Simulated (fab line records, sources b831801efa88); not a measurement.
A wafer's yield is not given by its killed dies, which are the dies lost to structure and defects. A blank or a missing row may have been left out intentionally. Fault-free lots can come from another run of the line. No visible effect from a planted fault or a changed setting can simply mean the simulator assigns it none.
8D (eight disciplines) problem report, filled in by code / flow sky130 / the parts of the form that need people (team, actions taken, sign-off) are left out

== 1. WHAT WENT WRONG ==
Wafers without a fault read 0.4000 Pa, standard deviation 0.00085; chamber_pressure_pa at SKY_CAP2M_SPUTTER_02 reads a mean of 0.4723 Pa on 4 wafers belonging to 3 lots. Measured from the usual mean, that is +85 standard deviations.
The step: material TiN, target thk 200 nm, time 166.7 s.
First observed at day 43 17:27: wafer L827.6, on pvd_sputter-01. Wafers with a number at this step in the record: 36, from 12 lots. Rule for "out", or "out of limits": more than 4 standard deviations from the usual mean. Any other wafer with a number is counted as sound.

== 2. WHAT THIS IS AND IS NOT ==
question=which readings at this step | is=chamber_pressure_pa | is not=-
question=which lots | is=L827, L828, L830 | is not=L813, L814, L815, L817, L818, L819, L820, L822, L832
question=which wafers of those lots | is=L827.6, L828.2, L830.3, L830.4 | is not=L827.1, L827.4, L828.1, L828.4, L830.2
question=read on which tools | is=pvd_sputter-01 | is not=pvd_sputter-02, pvd_sputter-04
question=when | is=from day 43 17:27 | is not=up to then (26 sound wafers); but 6 sound wafers of L828, L830, L832 came after

== 3. WHAT RULES OUT EACH SUSPECT ==
Counting: a tool at a process step up to the reading stays a suspect if it ran every lot that is out. Sound lots after the first of them don't rule it out here, since some wafers of a struck lot are sound.
- pvd_sputter-01 at SKY_CAP2M_SPUTTER_02 (material TiN, target thk 200 nm, time 166.7 s): kept. It processed each lot that is out (first: L827, day 43 17:27); up to then, its last sound lot is L820 (day 41 19:56). Out on those wafers are its own readings of chamber_pressure_pa.
Remaining after the count: pvd_sputter-01 at SKY_CAP2M_SPUTTER_02.

== 4. THE CAUSE (what the simulator had put in) ==
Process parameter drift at SKY_CAP2M_SPUTTER_02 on pvd_sputter-01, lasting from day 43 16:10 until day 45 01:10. Setting chamber_pressure_pa shifted by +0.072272 from 0.4. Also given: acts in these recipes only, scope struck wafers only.
Only this tool survived the counting.

== 5. THE CHAIN OF EFFECTS, in route order ==
Each row: a reading where the mean over the struck wafers with a number is more than 3 standard deviations away from the usual. Scope: only readings with a usual standard deviation given in the record; hours: median across lots of the time from each lot's start at the first step in this table that gives one to its start at this step; sigmas: change in usual standard deviations.
hours=0; step=SKY_CAP2M_SPUTTER_02; reading=chamber_pressure_pa; usual=0.4000 Pa; on struck wafers=0.4723; change=+0.0722; sigmas=+85
Process steps it contains:
- SKY_CAP2M_SPUTTER_02: material TiN, target thk 200 nm, time 166.7 s.

== 6. HOW IT WOULD HAVE BEEN CAUGHT EARLIER ==
In this record the first reading out of limits was taken at day 43 17:27, 1 hour after the fault began at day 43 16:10.
